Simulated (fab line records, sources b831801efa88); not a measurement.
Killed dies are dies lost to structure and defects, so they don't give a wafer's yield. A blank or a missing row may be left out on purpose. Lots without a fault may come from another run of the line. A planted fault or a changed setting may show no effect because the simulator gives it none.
Which tool did it? | flow gf180mcu | 6 lots, 18 wafers sampled, at 2 steps of a route of 602

WHAT THE GAUGES READ, wafer by wafer
GF_TOP_METAL_THK_MEAS_06: measures by xrf.
lot  | measured     | on            | TOP_METAL_ALCU_THK (nm)
L592 | day 27 20:32 | film_metro-02 | 896 902 913
L594 | day 28 07:40 | film_metro-01 | 928 893 895
L597 | day 29 08:35 | film_metro-02 | 889 897 900
L599 | day 29 21:52 | film_metro-01 | 930 913 913
L601 | day 30 11:10 | film_metro-03 | 889 903 892
L611 | day 33 06:51 | film_metro-02 | 880 887 878

WHICH TOOL RAN EACH LOT (tool, then ch and the chambers of the sampled wafers, then the start)
lot  | GF_V5_CVD_23
L592 | cvd_w-02 ch 0,1, day 27 19:35
L594 | cvd_w-01 ch 0, day 28 06:38
L597 | cvd_w-01 ch 0,1, day 29 07:37
L599 | cvd_w-01 ch 0, day 29 20:56
L601 | cvd_w-01 ch 0,1, day 30 10:14
L611 | cvd_w-02 ch 0, day 33 05:55
- GF_V5_CVD_23: deposits W, target thk 350 nm, time 104.9 s.

THE ANSWER, worked out from the rows above alone
Rule: what is usual is taken from the lots themselves. Put in order of their means at a reading, lots are off if they are a third of the lots or fewer, leave a main group of 4 or more, and stand apart from it by a gap of 3 or more times the standard deviation of the main group's means; of several such gaps the widest counts. A main group whose means are all the same, to the digits that the tables above print for the reading, isn't used. A lot without any number at a reading at which 4 lots or more have one is off too. The other lots that the step has rows for count as sound.
No lot is off at any reading shown: from this, nothing can be told.

WHAT THE SIMULATOR HAD PUT IN
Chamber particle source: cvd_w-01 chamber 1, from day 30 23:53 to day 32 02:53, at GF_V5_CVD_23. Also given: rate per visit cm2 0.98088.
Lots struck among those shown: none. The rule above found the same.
